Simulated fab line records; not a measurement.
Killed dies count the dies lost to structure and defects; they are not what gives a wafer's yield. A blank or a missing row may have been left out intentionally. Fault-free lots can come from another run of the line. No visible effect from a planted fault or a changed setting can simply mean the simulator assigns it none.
fab line records    flow sky130
record: lots: 12  wafers: 36  last-day: 50
route steps=708 shown VIA2@519 METAL3@564 METAL4@598 PAD_OPEN@706
lots that met no fault: from a run of the same line without faults
start-h: hours from the record's first day to the start of the lot's first wafer shown    wait-h: time in hours since the lot's previous step    " identical to the entry in the row above    L1.1+2: a row that stands for several wafers    - no value present, or no start provided    * or withheld: withheld    < > ~ a bound
route shown NAME@n: names a module that has steps shown in the file, with the first one's number in the route    usual: mean/standard deviation of fault-free wafers    same: alike in all rows    chamber/n: place in a boat    sites: each site's reading    _std_site: how widely they spread, as a standard deviation    _edge_site: inner sites' mean taken away from outer sites' mean    radius-mm: how far each site lies from the wafer's centre    mask NAME#n: copy n    behind: tool/chamber where the wafer was last shaped    hold: why the lot was held/for how many hours/how that ended    device: whichever transistor did not switch (one of n, p or np)    end of line: tests run on the same wafers once the route is complete    where a step has no rows: the recipe by itself    killed: count of dies lost to structure and defects at first sort (not the wafer's yield)    map: per-die view of a wafer (x killed, . not killed, _ where there is no die)
set.NAME: setting as actually run; set.NAME@STEP: the setting as run at that earlier step    model.NAME: the simulator's own value behind a step, which no gauge read
route steps across a sampled set of lots; one table per step, one row per wafer
services: a tool's chamber out of use, with start hour (start-h, from the record's first day; less than 0 if before it), hours out, and reason
== steps ==
step: SKY_VIA2_CD_MEAS_12
recipe: target-cd-nm: 200
usual: cd-nm: 200.1/1.5
lot.wafer  tool       chamber  start-h  wait-h  cd-nm
L270.4     cd-sem-01  -        848.73   -       198.3
L270.5     "          -        "        "       200.5
L270.6     "          -        "        "       198.8
L272.1     cd-sem-02  -        874.21   -       200.2
L272.3     "          -        "        "       199.6
L272.4     "          -        "        "       199.9
L273.2     cd-sem-02  -        875.29   -       200.9
L273.3     "          -        "        "       200.1
L273.4     "          -        "        "       200.7
L276.3     cd-sem-01  -        905.61   -       201.1
L276.4     "          -        "        "       201.4
L276.6     "          -        "        "       201.3
L278.1     cd-sem-02  -        919.92   -       200.3
L278.2     "          -        "        "       201.4
L278.4     "          -        "        "       199.6
L280.1     cd-sem-01  -        929.11   -       200.3
L280.4     "          -        "        "       200.5
L280.6     "          -        "        "       200.0
L282.3     cd-sem-01  -        950.20   -       202.9
L282.4     "          -        "        "       201.1
L282.6     "          -        "        "       201.5
L285.3     cd-sem-02  -        969.42   -       199.2
L285.5     "          -        "        "       199.9
L285.6     "          -        "        "       200.0
L287.1     cd-sem-01  -        979.18   -       200.6
L287.3     "          -        "        "       197.7
L287.5     "          -        "        "       198.8
L290.2     cd-sem-02  -        997.07   -       197.2
L290.5     "          -        "        "       198.1
L290.6     "          -        "        "       197.0
L291.1     cd-sem-01  -        1023.21  -       199.0
L291.3     "          -        "        "       198.6
L291.4     "          -        "        "       199.0
L292.2     cd-sem-01  -        1023.95  -       202.8
L292.4     "          -        "        "       202.4
L292.5     "          -        "        "       202.0
step: SKY_METAL3_OVL_MEAS_14
usual: METAL3_OVL: 2/4.7
lot.wafer  tool        chamber  start-h  wait-h  METAL3_OVL[nm]
L270.4     overlay-02  -        902.11   0.1     -3
L270.5     "           -        "        "       7
L270.6     "           -        "        "       1
L272.1     overlay-02  -        926.59   0.1     -4
L272.3     "           -        "        "       -9
L272.4     "           -        "        "       -8
L273.2     overlay-01  -        928.35   0.1     3
L273.3     "           -        "        "       -2
L273.4     "           -        "        "       8
L276.3     overlay-01  -        957.66   0.1     0
L276.4     "           -        "        "       -1
L276.6     "           -        "        "       -5
L278.1     overlay-01  -        970.96   0.1     5
L278.2     "           -        "        "       -2
L278.4     "           -        "        "       1
L280.1     overlay-01  -        979.65   0.1     5
L280.4     "           -        "        "       -4
L280.6     "           -        "        "       3
L282.3     overlay-01  -        999.50   0.1     -3
L282.4     "           -        "        "       4
L282.6     "           -        "        "       2
L285.3     overlay-02  -        1017.06  0.1     3
L285.5     "           -        "        "       1
L285.6     "           -        "        "       3
L287.1     overlay-02  -        1027.50  0.1     1
L287.3     "           -        "        "       4
L287.5     "           -        "        "       1
L290.2     overlay-02  -        1043.55  0.1     4
L290.5     "           -        "        "       1
L290.6     "           -        "        "       5
L291.1     overlay-01  -        1069.91  0.1     2
L291.3     "           -        "        "       2
L291.4     "           -        "        "       1
L292.2     overlay-02  -        1070.92  0.1     7
L292.4     "           -        "        "       7
L292.5     "           -        "        "       7
step: SKY_METAL4_SPUTTER_00
recipe: material: Ti  target-thk-nm: 15  power-w: 3000  time-s: 10  chamber-pressure-pa: 0.4
usual: throttle-valve-pct: 30.4/1
lot.wafer  tool            chamber  start-h  wait-h  throttle-valve-pct
L270.4     pvd-sputter-04  -        929.57   0.2     30.6
L270.5     "               -        "        "       30.6
L270.6     "               -        "        "       30.6
L272.1     pvd-sputter-03  -        953.92   0.1     30.9
L272.3     "               -        "        "       29.0
L272.4     "               -        "        "       32.1
L273.2     pvd-sputter-03  -        955.53   0.1     32.2
L273.3     "               -        "        "       30.1
L273.4     "               -        "        "       30.8
L276.3     pvd-sputter-01  -        984.43   0.2     28.9
L276.4     "               -        "        "       29.3
L276.6     "               -        "        "       30.1
L278.1     pvd-sputter-01  -        997.23   0.2     30.0
L278.2     "               -        "        "       29.7
L278.4     "               -        "        "       29.3
L280.1     pvd-sputter-03  -        1006.37  0.1     30.1
L280.4     "               -        "        "       32.1
L280.6     "               -        "        "       30.9
L282.3     pvd-sputter-01  -        1024.90  0.2     29.1
L282.4     "               -        "        "       30.0
L282.6     "               -        "        "       29.2
L285.3     pvd-sputter-03  -        1042.68  0.2     32.2
L285.5     "               -        "        "       30.4
L285.6     "               -        "        "       31.9
L287.1     pvd-sputter-03  -        1053.01  0.2     30.1
L287.3     "               -        "        "       30.9
L287.5     "               -        "        "       32.1
L290.2     pvd-sputter-04  -        1068.37  0.1     30.7
L290.5     "               -        "        "       28.9
L290.6     "               -        "        "       30.7
L291.1     pvd-sputter-03  -        1093.62  0.2     32.3
L291.3     "               -        "        "       30.9
L291.4     "               -        "        "       30.6
L292.2     pvd-sputter-04  -        1095.31  0.2     30.7
L292.4     "               -        "        "       29.1
L292.5     "               -        "        "       30.8
step: SKY_PAD_OPEN_ANNEAL_12
recipe: temp-c: 400  time-s: withheld  ambient: N2/H2  idle-temp-c: 300  ramp-up-c-per-min: 8  ramp-down-c-per-min: 4
usual: ramp-down-c-per-min: 4.0000/0.00074  ramp-up-c-per-min: 8.0000/0.0012  zone-power-upper-pct: 4.0/0.41
lot.wafer  tool        chamber  start-h  wait-h  ramp-down-c-per-min  ramp-up-c-per-min  zone-power-upper-pct
L270.4     furnace-01  0        1071.84  0.0     4.0007               7.9993             3.6
L270.5     "           0        "        "       4.0000               7.9991             3.6
L270.6     "           0        "        "       3.9996               8.0018             3.6
L272.1     furnace-01  0        1092.74  0.0     3.9993               7.9994             3.6
L272.3     "           0        "        "       4.0007               8.0003             3.5
L272.4     "           0        "        "       3.9999               7.9989             3.5
L273.2     furnace-02  0        1093.92  0.4     4.0018               7.9989             4.4
L273.3     "           0        "        "       4.0001               7.9989             4.4
L273.4     "           0        "        "       3.9993               7.9988             4.3
L276.3     furnace-02  -        1121.86  0.0     -                    -                  -
L276.4     "           -        "        "       -                    -                  -
L276.6     "           -        "        "       -                    -                  -
L278.1     furnace-01  -        1128.28  0.0     -                    -                  -
L278.2     "           -        "        "       -                    -                  -
L278.4     "           -        "        "       -                    -                  -
L280.1     furnace-02  0        1136.21  0.0     3.9997               8.0022             4.4
L280.4     "           0        "        "       4.0003               8.0006             4.4
L280.6     "           0        "        "       4.0009               7.9997             4.3
L282.3     furnace-02  0        1152.51  0.0     4.0001               7.9978             4.4
L282.4     "           0        "        "       3.9985               8.0032             4.5
L282.6     "           0        "        "       3.9997               7.9998             4.4
L285.3     furnace-01  0        1165.97  0.0     4.0009               7.9991             3.5
L285.5     "           0        "        "       4.0009               7.9999             3.6
L285.6     "           0        "        "       4.0010               8.0015             3.6
L287.1     furnace-01  0        1174.18  0.0     4.0001               8.0027             3.6
L287.3     "           0        "        "       4.0000               7.9991             3.6
L287.5     "           0        "        "       4.0014               8.0004             3.5
L290.2     furnace-02  0        1185.71  0.0     4.0010               7.9987             4.4
L290.5     "           0        "        "       4.0015               8.0015             4.4
L290.6     "           0        "        "       4.0007               8.0003             4.3
L291.1     furnace-01  0        1203.91  0.0     3.9998               8.0012             3.6
L291.3     "           0        "        "       4.0003               7.9999             3.6
L291.4     "           0        "        "       3.9989               8.0007             3.6
L292.2     furnace-01  0        1206.37  0.0     3.9997               8.0010             3.6
L292.4     "           0        "        "       4.0005               8.0004             3.5
L292.5     "           0        "        "       4.0011               8.0003             3.6
step: SKY_PAD_OPEN_BOW_MEAS_13
recipe: mode: bow
usual: PAD_OPEN_BOW: 49/7.7
lot.wafer  tool           chamber  start-h  wait-h  PAD_OPEN_BOW[um]
L270.4     film-metro-03  -        1073.40  -       54
L270.5     "              -        "        "       40
L270.6     "              -        "        "       54
L272.1     film-metro-01  -        1094.24  -       48
L272.3     "              -        "        "       46
L272.4     "              -        "        "       44
L273.2     film-metro-04  -        1095.44  -       44
L273.3     "              -        "        "       59
L273.4     "              -        "        "       55
L276.3     film-metro-03  -        1123.40  -       104
L276.4     "              -        "        "       116
L276.6     "              -        "        "       113
L278.1     film-metro-01  -        1129.78  -       103
L278.2     "              -        "        "       95
L278.4     "              -        "        "       105
L280.1     film-metro-01  -        1137.71  -       41
L280.4     "              -        "        "       40
L280.6     "              -        "        "       56
L282.3     film-metro-03  -        1154.05  -       42
L282.4     "              -        "        "       53
L282.6     "              -        "        "       59
L285.3     film-metro-04  -        1167.51  -       53
L285.5     "              -        "        "       59
L285.6     "              -        "        "       45
L287.1     film-metro-01  -        1175.68  -       58
L287.3     "              -        "        "       55
L287.5     "              -        "        "       30
L290.2     film-metro-04  -        1187.23  -       46
L290.5     "              -        "        "       46
L290.6     "              -        "        "       45
L291.1     film-metro-03  -        1205.41  -       56
L291.3     "              -        "        "       51
L291.4     "              -        "        "       36
L292.2     film-metro-03  -        1207.89  -       35
L292.4     "              -        "        "       52
L292.5     "              -        "        "       41
== services ==
tool            chamber  start-h  hours  kind
furnace-02      -        913.09   3.2    pm
pvd-sputter-04  0        917.78   -      consumable-replace:kit
pvd-sputter-04  0        917.78   18.0   scheduled-down
pvd-sputter-04  0        917.78   18.0   vent-cycle
pvd-sputter-04  -        937.41   8.7    repair
furnace-01      -        937.60   3.8    pm
pvd-sputter-04  -        964.66   21.3   repair
pvd-sputter-01  2        981.10   -      consumable-replace:kit
pvd-sputter-01  2        981.10   18.0   scheduled-down
pvd-sputter-01  -        999.93   6.8    repair
furnace-01      -        1004.19  1.4    pm
pvd-sputter-03  -        1047.69  3.0    repair
pvd-sputter-04  -        1070.64  1.6    repair
furnace-02      -        1079.89  3.3    pm
pvd-sputter-03  1        1084.88  -      consumable-replace:kit
pvd-sputter-03  1        1084.88  18.0   scheduled-down
pvd-sputter-03  1        1084.88  18.0   vent-cycle
furnace-01      -        1105.60  3.3    pm
furnace-01      -        1134.97  4.2    pm
furnace-02      -        1147.30  3.2    pm
pvd-sputter-01  -        1155.79  12.4   repair
pvd-sputter-03  0        1161.38  -      consumable-replace:kit
pvd-sputter-03  0        1161.38  18.0   scheduled-down
pvd-sputter-03  0        1161.38  18.0   vent-cycle
== key ==
first-sign: step: SKY_PAD_OPEN_ANNEAL_12  reading: tool-record  direction: missing
effect: step: SKY_PAD_OPEN_BOW_MEAS_13  reading: PAD_OPEN_BOW  direction: up  sigmas: 7.4  usual: 49  struck: 106
met-at SKY_PAD_OPEN_ANNEAL_12
struck-lots L276,L278
not-acting-at SKY_VIA2_CD_MEAS_12,SKY_METAL3_OVL_MEAS_14,SKY_METAL4_SPUTTER_00
onset-between 1093.92 1121.86
fault: kind: skipped-step-whole  tool: furnace-01,furnace-02  chamber: -  onset-h: 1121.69  steps: SKY_PAD_OPEN_ANNEAL_12  scope: struck-lots-only
